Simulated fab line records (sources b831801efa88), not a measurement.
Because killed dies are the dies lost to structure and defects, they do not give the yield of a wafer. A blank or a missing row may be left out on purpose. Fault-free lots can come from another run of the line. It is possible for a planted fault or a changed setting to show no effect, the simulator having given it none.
Which of the tools did it?    flow gf180mcu    13 lots, 39 wafers sampled, at 3 steps of a route of 602

== WHAT EACH GAUGE READ, for each wafer ==
GF_HV_LDD_TW_MEAS_23.
lot   measured      on             HV_LDD_2_TW
L202  day 11 01:41  film_metro-03  1049 1038 1048
L204  day 11 22:04  film_metro-02  1066 1070 1057
L203  day 11 22:22  film_metro-03  1053 1050 1047
L205  day 12 10:43  film_metro-02  1053 1051 1057
L206  day 12 12:48  film_metro-04  1081 1083 1079
L207  day 12 20:13  film_metro-02  1053 1053 1052
L209  day 13 07:15  film_metro-02  1062 1060 1061
L210  day 13 08:52  film_metro-04  1081 1084 1078
L214  day 14 14:25  film_metro-04  1080 1074 1082
L215  day 14 14:31  film_metro-02  1060 1057 1054
L216  day 14 23:42  film_metro-02  1064 1058 1061
L217  day 15 07:37  film_metro-02  980 975 981
L218  day 15 19:23  film_metro-03  976 978 976

GF_CONTACT_THK_MEAS_03.
lot   measured      on             CONTACT_CVD_02_THK (nm)
L202  day 14 19:13  film_metro-04  849 854 875
L204  day 15 20:17  film_metro-03  855 854 881
L203  day 15 21:02  film_metro-02  853 865 864
L205  day 16 08:33  film_metro-03  849 871 861
L206  day 16 14:40  film_metro-04  861 867 879
L207  day 16 21:09  film_metro-04  871 881 882
L209  day 17 18:22  film_metro-04  865 857 865
L210  day 17 19:08  film_metro-03  851 834 848
L214  day 19 15:22  film_metro-02  854 856 865
L215  day 19 16:54  film_metro-03  859 865 863
L216  day 20 01:18  film_metro-04  851 857 856
L217  day 20 07:35  film_metro-02  870 867 869
L218  day 20 20:50  film_metro-04  862 857 862

== WHICH TOOL RAN EACH LOT (tool, then ch and the chambers of the sampled wafers, then the start) ==
lot   GF_HV_LDD_IMPLANT_21
L202  implanter-04 ch 0, day 11 01:26
L204  implanter-01 ch 0, day 11 21:50
L203  implanter-01 ch 0, day 11 22:08
L205  implanter-01 ch 0, day 12 10:29
L206  implanter-01 ch 0, day 12 12:34
L207  implanter-01 ch 0, day 12 19:59
L209  implanter-04 ch 0, day 13 07:00
L210  implanter-01 ch 0, day 13 08:37
L214  implanter-04 ch 0, day 14 14:10
L215  implanter-01 ch 0, day 14 14:16
L216  implanter-04 ch 0, day 14 23:27
L217  implanter-01 ch 0, day 15 07:24
L218  implanter-01 ch 0, day 15 19:10
- GF_HV_LDD_IMPLANT_21

== WHAT THE TOOLS THEMSELVES READ (means of the sampled wafers that have a number; where no wafer has one, the mark that the record gives instead) ==
GF_HV_LDD_IMPLANT_21.
lot   tool          dose_ions_cm2  faraday_current_uA
L202  implanter-04  5e+13          281
L204  implanter-01  5e+13          284
L203  implanter-01  5e+13          287
L205  implanter-01  5e+13          286
L206  implanter-01  5e+13          279
L207  implanter-01  5e+13          284
L209  implanter-04  5e+13          283
L210  implanter-01  5e+13          281
L214  implanter-04  5e+13          277
L215  implanter-01  5e+13          283
L216  implanter-04  5e+13          279
L217  implanter-01  4e+13          224
L218  implanter-01  4e+13          223

== THE ANSWER, worked out from the rows above alone ==
Rule: the usual values come from the lots themselves. The widest of any qualifying gaps counts: lots, ordered by their means at a reading, are off when they make up no more than a third of the lots, leave a main group of 4 or more, and stand apart from it by 3 or more times the standard deviation of that group's means. The tables above print the reading to a certain number of digits; a main group whose means all agree to those digits is not used. A lot without any number at a reading at which 4 lots or more have one is off too. All remaining lots with rows at the step are treated as sound. The gauges are gone through in route order, then the tools' own readings, and for those a lot's mean is taken as printed above. At the first step where some lot is off, the reading lying furthest off is the one used; lots without a number count as furthest.
Off: L217, L218, at GF_HV_LDD_TW_MEAS_23 (HV_LDD_2_TW). The main group: mean 1062, standard deviation 12.
A tool fits if, at a process step before that reading, it ran every lot that is off, and no sound lot after the first of them. Not tried: the gauges at GF_HV_LDD_TW_MEAS_23; whatever is off there is also off at GF_HV_LDD_IMPLANT_21, on other tools, and gauge error can't account for it. One fits: GF_HV_LDD_IMPLANT_21 on implanter-01. Its last sound lot is L215 (day 14 14:16), its first lot that is off L217 (day 15 07:24): a fault that began between those two fits.
The tool's own readings at GF_HV_LDD_IMPLANT_21 bear it out: on the lots that are off they differ by more than 5 times the standard deviation of the sound lots' means. dose_ions_cm2 reads 4e+13 there against 5e+13 on the sound lots; faraday_current_uA reads 224 there against 282 on the sound lots.

== WHAT THE SIMULATOR PUT IN ==
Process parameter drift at GF_HV_LDD_IMPLANT_21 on implanter-01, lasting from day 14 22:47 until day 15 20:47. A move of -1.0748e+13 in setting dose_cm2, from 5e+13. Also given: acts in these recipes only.
Struck lots among those shown: L217, L218. This agrees with what the rule above found.
